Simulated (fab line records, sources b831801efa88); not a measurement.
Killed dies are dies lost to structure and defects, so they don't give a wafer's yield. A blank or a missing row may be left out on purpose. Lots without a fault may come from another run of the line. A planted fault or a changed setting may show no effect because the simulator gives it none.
A struck lot beside a sound one | flow sky130 | 24 steps out of a route of 708
Sound: wafers L249.1, L249.2, L249.4. Struck: wafers L240.1, L240.2, L240.5. The cause comes at the end.
At each step with rows: each side's tool, then ch and its chambers, then its first start. Under that, the readings that differ: sound wafers | struck wafers | difference of the means | sigmas: that difference in standard deviations of wafers without a fault.
alike: readings whose means differ by less than 2 such deviations, and words and numbers that are the same on both sides. not compared: withheld readings, readings that some wafer has no value for, bounds like >300 that may hide the same value, and numbers for which the record gives no deviation and whose values overlap.
The two part at a step that has a row with sigmas, a row that says differs or no value, or rows on one side only. Numbers that don't overlap but have no deviation are shown without sigmas and don't part them. A reading that every wafer of one side lacks parts them only if that side has two wafers or more.

SKY_VIA1_RS_MEAS_22: measures by four-point-probe.
  sound on film_metro-04, day 39 12:44; struck on film_metro-01, day 36 12:34
  alike: VIA1_W_RS
SKY_VIA1_THK_MEAS_23: measures by xrf.
  sound on film_metro-04, day 39 12:51; struck on film_metro-01, day 36 12:41
  alike: VIA1_W_THK
then, 1 step without rows for these wafers: SKY_VIA1_CMP_24 (polishes, stops on SiO2, t overpolish 15 s, target thk 0 nm).
SKY_METAL2_SPUTTER_00: material Ti, target thk 15 nm, time 10 s.
  sound on pvd_sputter-03, day 39 13:13; struck on pvd_sputter-04, day 36 13:03
  alike: throttle_valve_pct
SKY_METAL2_SPUTTER_01: material TiN, target thk 20 nm, time 16.7 s.
  sound on pvd_sputter-03, day 39 13:14; struck on pvd_sputter-04, day 36 13:04
  alike: throttle_valve_pct
SKY_METAL2_SPUTTER_02: material AlCu, target thk 250 nm, time 13.3 s.
  sound on pvd_sputter-03, day 39 13:16; struck on pvd_sputter-04, day 36 13:06
  alike: throttle_valve_pct
SKY_METAL2_SPUTTER_03: material Ti, target thk 5 nm, time 3.3 s.
  sound on pvd_sputter-03, day 39 13:17; struck on pvd_sputter-04, day 36 13:07
  alike: throttle_valve_pct
SKY_METAL2_SPUTTER_04: material TiN, target thk 70 nm, time 58.3 s.
  sound on pvd_sputter-03, day 39 13:18; struck on pvd_sputter-04, day 36 13:08
  alike: throttle_valve_pct
SKY_METAL2_RS_MEAS_05: measures by four-point-probe.
  sound on film_metro-04, day 39 13:21; struck on film_metro-02, day 36 13:11
  alike: METAL2_ALCU_RS
SKY_METAL2_THK_MEAS_06: measures by xrf.
  sound on film_metro-04, day 39 13:28; struck on film_metro-02, day 36 13:19
  alike: METAL2_ALCU_THK
then, 2 steps without rows for these wafers: SKY_METAL2_DEHYDRATE_07 (time 60 s); SKY_METAL2_HMDS_08 (prime time 60 s).
SKY_METAL2_COAT_09: resist thk 60 nm.
  sound on litho_track-03 ch 0, day 40 00:59; struck on litho_track-04 ch 0, day 37 02:17
  reading              | sound                | struck               | difference | sigmas
  spin_speed_rpm (rpm) | 3000.9 3001.6 3000.4 | 2898.4 2897.8 2899.5 | -102.4     | -47
  not compared: resist_line_temp_C
then, 5 steps without rows for these wafers: SKY_METAL2_COAT_10 (resist thk 450 nm); SKY_METAL2_SOFTBAKE_11 (time 90 s); SKY_METAL2_EXPOSE_12 (exposes mask MM2, target cd 140 nm); SKY_METAL2_PEB_13; SKY_METAL2_DEVELOP_14 (develop time 60 s).
SKY_METAL2_CD_MEAS_15: target cd 140 nm.
  sound on cd_sem-01, day 40 12:17; struck on cd_sem-02, day 37 15:02
  alike: cd_nm
SKY_METAL2_OVL_MEAS_16:
  sound on overlay-01, day 40 12:25; struck on overlay-01, day 37 15:10
  alike: METAL2_OVL
then, 1 step without rows for these wafers: SKY_METAL2_DESCUM_17 (chemistry O2, time 8 s).
SKY_METAL2_ETCH_18: etches BARC in N2/H2, stops on SiO2, time 45.9 s, target depth 60 nm.
  sound on rie_metal-04 ch 0,1, day 40 12:29; struck on rie_metal-01 ch 0,1, day 37 15:14
  reading                  | sound             | struck            | difference | sigmas
  oes_product_au (a.u.)    | 0.848 0.856 0.851 | 0.862 0.870 0.867 | +0.015     | +3
  model.etch.depth_nm (nm) | 59.76 59.91 59.87 | 61.38 61.69 61.6  | +1.71      |
  alike: drypump_motor_current_A, throttle_valve_pct
  not compared: rf_hours_counter_h
then, 2 steps without rows for these wafers: SKY_METAL2_METAL_ETCH_19 (etches the open film in Cl2/BCl3, stops on SiO2, target depth 360 nm, time 78 s); SKY_PAD_OPEN_PROBE_99.

WHERE THEY PART
First at SKY_METAL2_COAT_09; last, within this record, at SKY_METAL2_ETCH_18.

WHY: what the simulator had put in
Process parameter drift: litho_track-04, from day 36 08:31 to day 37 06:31, at SKY_METAL2_COAT_09. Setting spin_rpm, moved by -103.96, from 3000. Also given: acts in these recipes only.
